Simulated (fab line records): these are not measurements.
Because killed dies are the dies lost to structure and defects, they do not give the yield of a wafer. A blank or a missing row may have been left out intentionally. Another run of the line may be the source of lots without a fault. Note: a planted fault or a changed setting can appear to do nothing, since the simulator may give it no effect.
A single fault, viewed from 2 desks    flow sky130    every desk sees just its own numbers, and what lay behind them comes last

## FROM THE METROLOGY DESK
Means of the sampled wafers that have a number, per lot and without regard to the tool the lot ran on: this is what the gauges read. The brackets show how far a lot's mean lies from the usual mean; more than 4 standard deviations puts the lot out of limits, marked OUT.
Columns: A = VIA2_OVL at SKY_VIA2_OVL_MEAS_13, usual 0 nm; B = VIA2_W_RS at SKY_VIA2_RS_MEAS_22, usual 0.274 ohm/sq; C = VIA2_W_THK at SKY_VIA2_THK_MEAS_23, usual 426 nm
lot   first seen here  A   B      C
L327  day 39 00:40     0   0.278  415
L330  day 40 00:44     3   0.272  430
L332  day 42 01:08     -3  0.273  427
L342  day 43 16:17     7   0.271  429
L343  day 43 20:59     -1  0.274  427
This desk found nothing out of limits on any of the 5 lots.

## TOOL OWNER'S DESK, pvd_sputter-02
The tool's own readings at SKY_METAL3_SPUTTER_00 (material Ti, target thk 15 nm, time 10 s): means of the sampled wafers that have a number, for each lot that ran on this tool. The brackets show how far a lot's mean lies from the usual mean; more than 4 standard deviations puts the lot out of limits, marked OUT.
Columns: A = throttle_valve_pct at SKY_METAL3_SPUTTER_00, usual 30.0 %
lot   first seen here  A
L330  day 40 02:08     30.1
L332  day 42 02:40     31.0
This desk found nothing out of limits on any of the 2 lots.

## TAKEN TOGETHER
From the metrology desk's view, nothing was out of limits.
Nothing out of limits was seen by the tool owner's desk.

## WHAT THE SIMULATOR PUT IN
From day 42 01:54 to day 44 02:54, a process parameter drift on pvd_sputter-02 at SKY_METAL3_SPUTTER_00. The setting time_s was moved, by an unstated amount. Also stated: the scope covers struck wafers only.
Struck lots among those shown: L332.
